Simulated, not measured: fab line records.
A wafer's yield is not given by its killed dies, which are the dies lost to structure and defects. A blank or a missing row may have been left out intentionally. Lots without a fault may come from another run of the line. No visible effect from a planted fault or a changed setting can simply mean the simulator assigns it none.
Tool commonality check || flow gf180mcu || 12 lots and 36 wafers in the sample

WHY THIS WAS OPENED
GF_HV_LDD_THK_MEAS_55, reading HV_LDD_CVD_54_THK: flagged on 2 of 12 lots. Wafers without a fault read 9.98 nm, standard deviation 0.14.
Rule: a lot is flagged in two cases, either no wafer of it has a number, or all its wafers with numbers fall more than 4 standard deviations from that mean. The rest of the lots are taken to be sound.

{"lot": "L321", "measured": "day 12 09:26", "on": "film metro-01", "HV_LDD_CVD_54_THK (nm), wafer by wafer": "10.22 10.20 10.28", "flag": ""}
{"lot": "L322", "measured": "day 12 16:47", "on": "film metro-01", "HV_LDD_CVD_54_THK (nm), wafer by wafer": "9.96 10.18 10.13", "flag": ""}
{"lot": "L323", "measured": "day 12 23:34", "on": "film metro-03", "HV_LDD_CVD_54_THK (nm), wafer by wafer": "8.35 8.35 8.31", "flag": "FLAGGED"}
{"lot": "L324", "measured": "day 13 12:19", "on": "film metro-03", "HV_LDD_CVD_54_THK (nm), wafer by wafer": "8.41 8.57 8.51", "flag": "FLAGGED"}
{"lot": "L334", "measured": "day 17 03:02", "on": "film metro-04", "HV_LDD_CVD_54_THK (nm), wafer by wafer": "9.93 10.04 10.02", "flag": ""}
{"lot": "L335", "measured": "day 17 05:34", "on": "film metro-04", "HV_LDD_CVD_54_THK (nm), wafer by wafer": "10.00 9.90 9.96", "flag": ""}
{"lot": "L336", "measured": "day 17 16:29", "on": "film metro-04", "HV_LDD_CVD_54_THK (nm), wafer by wafer": "10.00 9.93 9.97", "flag": ""}
{"lot": "L337", "measured": "day 18 00:39", "on": "film metro-01", "HV_LDD_CVD_54_THK (nm), wafer by wafer": "9.98 10.13 10.10", "flag": ""}
{"lot": "L338", "measured": "day 18 03:10", "on": "film metro-03", "HV_LDD_CVD_54_THK (nm), wafer by wafer": "9.86 9.90 9.82", "flag": ""}
{"lot": "L340", "measured": "day 18 18:25", "on": "film metro-01", "HV_LDD_CVD_54_THK (nm), wafer by wafer": "9.99 10.23 9.92", "flag": ""}
{"lot": "L341", "measured": "day 19 02:35", "on": "film metro-04", "HV_LDD_CVD_54_THK (nm), wafer by wafer": "10.05 10.17 9.98", "flag": ""}
{"lot": "L342", "measured": "day 19 06:22", "on": "film metro-01", "HV_LDD_CVD_54_THK (nm), wafer by wafer": "9.66 9.85 9.88", "flag": ""}
On average the flagged lots' numbers are 8.42 nm, which is -1.56 nm against the usual, or -11 standard deviations.

TOOL THAT RAN EACH LOT
The record holds 3 process steps before the reading, out of a route of 602 steps. In each cell: the tool, then ch and the chambers that the sampled wafers went through, then the start.
{"lot": "L321", "flag": "", "GF_HV_LDD_STRIP_22": "plasma asher-02 ch 0,1, day 10 18:43", "GF_HV_LDD_STRIP_49": "plasma asher-01 ch 0,1, day 12 08:02", "GF_HV_LDD_CVD_54": "lpcvd-02 ch 0, day 12 08:25"}
{"lot": "L322", "flag": "", "GF_HV_LDD_STRIP_22": "plasma asher-02 ch 0,1, day 11 00:55", "GF_HV_LDD_STRIP_49": "plasma asher-02 ch 0,1, day 12 15:22", "GF_HV_LDD_CVD_54": "lpcvd-02 ch 0, day 12 15:46"}
{"lot": "L323", "flag": "FLAGGED", "GF_HV_LDD_STRIP_22": "plasma asher-04 ch 0,1, day 11 07:05", "GF_HV_LDD_STRIP_49": "plasma asher-04 ch 0,1, day 12 22:10", "GF_HV_LDD_CVD_54": "lpcvd-02 ch 0, day 12 22:33"}
{"lot": "L324", "flag": "FLAGGED", "GF_HV_LDD_STRIP_22": "plasma asher-01 ch 0,1, day 11 18:07", "GF_HV_LDD_STRIP_49": "plasma asher-02 ch 0,1, day 13 10:02", "GF_HV_LDD_CVD_54": "lpcvd-02 ch 0, day 13 11:17"}
{"lot": "L334", "flag": "", "GF_HV_LDD_STRIP_22": "plasma asher-04 ch 0,1, day 15 03:58", "GF_HV_LDD_STRIP_49": "plasma asher-04 ch 0, day 17 01:37", "GF_HV_LDD_CVD_54": "lpcvd-01 ch 1, day 17 02:01"}
{"lot": "L335", "flag": "", "GF_HV_LDD_STRIP_22": "plasma asher-01 ch 0,1, day 15 05:23", "GF_HV_LDD_STRIP_49": "plasma asher-04 ch 0,1, day 17 02:52", "GF_HV_LDD_CVD_54": "lpcvd-01 ch 1, day 17 04:32"}
{"lot": "L336", "flag": "", "GF_HV_LDD_STRIP_22": "plasma asher-01 ch 0,1, day 15 17:15", "GF_HV_LDD_STRIP_49": "plasma asher-04 ch 0,1, day 17 15:03", "GF_HV_LDD_CVD_54": "lpcvd-02 ch 0, day 17 15:27"}
{"lot": "L337", "flag": "", "GF_HV_LDD_STRIP_22": "plasma asher-04 ch 0,1, day 16 00:44", "GF_HV_LDD_STRIP_49": "plasma asher-01 ch 0,1, day 17 23:14", "GF_HV_LDD_CVD_54": "lpcvd-02 ch 1, day 17 23:38"}
{"lot": "L338", "flag": "", "GF_HV_LDD_STRIP_22": "plasma asher-01 ch 0,1, day 16 03:14", "GF_HV_LDD_STRIP_49": "plasma asher-01 ch 0,1, day 18 01:42", "GF_HV_LDD_CVD_54": "lpcvd-01 ch 1, day 18 02:08"}
{"lot": "L340", "flag": "", "GF_HV_LDD_STRIP_22": "plasma asher-04 ch 0, day 16 19:03", "GF_HV_LDD_STRIP_49": "plasma asher-02 ch 0, day 18 17:00", "GF_HV_LDD_CVD_54": "lpcvd-02 ch 0, day 18 17:24"}
{"lot": "L341", "flag": "", "GF_HV_LDD_STRIP_22": "plasma asher-01 ch 0,1, day 17 01:01", "GF_HV_LDD_STRIP_49": "plasma asher-02 ch 0,1, day 18 23:25", "GF_HV_LDD_CVD_54": "lpcvd-02 ch 0, day 19 01:34"}
{"lot": "L342", "flag": "", "GF_HV_LDD_STRIP_22": "plasma asher-04 ch 0, day 17 05:20", "GF_HV_LDD_STRIP_49": "plasma asher-02 ch 0,1, day 19 04:46", "GF_HV_LDD_CVD_54": "lpcvd-02 ch 1, day 19 05:20"}
What the steps here do:
- GF_HV_LDD_STRIP_22: strips in O2/N2.
- GF_HV_LDD_STRIP_49: strips in O2/N2.
- GF_HV_LDD_CVD_54: deposits SiO2 from TEOS, target thk 10 nm, time 75 s.
- GF_HV_LDD_THK_MEAS_55

FLAGGED OVER TOTAL, TOOL BY TOOL (the gauges that took the reading come last)
{"step": "GF_HV_LDD_STRIP_22", "tool": "plasma asher-01", "lots run": 5, "flagged": 1, "share of the flagged lots": "some", "sound lots run after its first flagged lot": "4 (L335,L336,L338,L341)"}
{"step": "GF_HV_LDD_STRIP_22", "tool": "plasma asher-02", "lots run": 2, "flagged": 0, "share of the flagged lots": "none", "sound lots run after its first flagged lot": "-"}
{"step": "GF_HV_LDD_STRIP_22", "tool": "plasma asher-04", "lots run": 5, "flagged": 1, "share of the flagged lots": "some", "sound lots run after its first flagged lot": "4 (L334,L337,L340,L342)"}
{"step": "GF_HV_LDD_STRIP_49", "tool": "plasma asher-01", "lots run": 3, "flagged": 0, "share of the flagged lots": "none", "sound lots run after its first flagged lot": "-"}
{"step": "GF_HV_LDD_STRIP_49", "tool": "plasma asher-02", "lots run": 5, "flagged": 1, "share of the flagged lots": "some", "sound lots run after its first flagged lot": "3 (L340,L341,L342)"}
{"step": "GF_HV_LDD_STRIP_49", "tool": "plasma asher-04", "lots run": 4, "flagged": 1, "share of the flagged lots": "some", "sound lots run after its first flagged lot": "3 (L334,L335,L336)"}
{"step": "GF_HV_LDD_CVD_54", "tool": "lpcvd-01", "lots run": 3, "flagged": 0, "share of the flagged lots": "none", "sound lots run after its first flagged lot": "-"}
{"step": "GF_HV_LDD_CVD_54", "tool": "lpcvd-02", "lots run": 9, "flagged": 2, "share of the flagged lots": "all", "sound lots run after its first flagged lot": "5 (L336,L337,L340,L341,L342)"}
{"step": "GF_HV_LDD_THK_MEAS_55", "tool": "film metro-01", "lots run": 5, "flagged": 0, "share of the flagged lots": "none", "sound lots run after its first flagged lot": "-"}
{"step": "GF_HV_LDD_THK_MEAS_55", "tool": "film metro-03", "lots run": 3, "flagged": 2, "share of the flagged lots": "all", "sound lots run after its first flagged lot": "1 (L338)"}
{"step": "GF_HV_LDD_THK_MEAS_55", "tool": "film metro-04", "lots run": 4, "flagged": 0, "share of the flagged lots": "none", "sound lots run after its first flagged lot": "-"}

WHAT IS ALLOWED BY THE TABLE
In 2 table rows, all flagged lots were run: lpcvd-02 (GF_HV_LDD_CVD_54), film metro-03 (GF_HV_LDD_THK_MEAS_55).
- lpcvd-02 at GF_HV_LDD_CVD_54: 2 of its 9 lots flagged. Sound lots ran on it after the first flagged one (L336, L337, L340, L341, L342), which a lasting fault on the whole tool wouldn't allow.
- film metro-03 at GF_HV_LDD_THK_MEAS_55: 2 of its 3 lots flagged. Sound lots ran on it after the first flagged one (L338), which a lasting fault on the whole tool wouldn't allow.
Not one row of the table ran every flagged lot while running no sound lot after the first.

WHAT HAD BEEN PUT IN BY THE SIMULATOR
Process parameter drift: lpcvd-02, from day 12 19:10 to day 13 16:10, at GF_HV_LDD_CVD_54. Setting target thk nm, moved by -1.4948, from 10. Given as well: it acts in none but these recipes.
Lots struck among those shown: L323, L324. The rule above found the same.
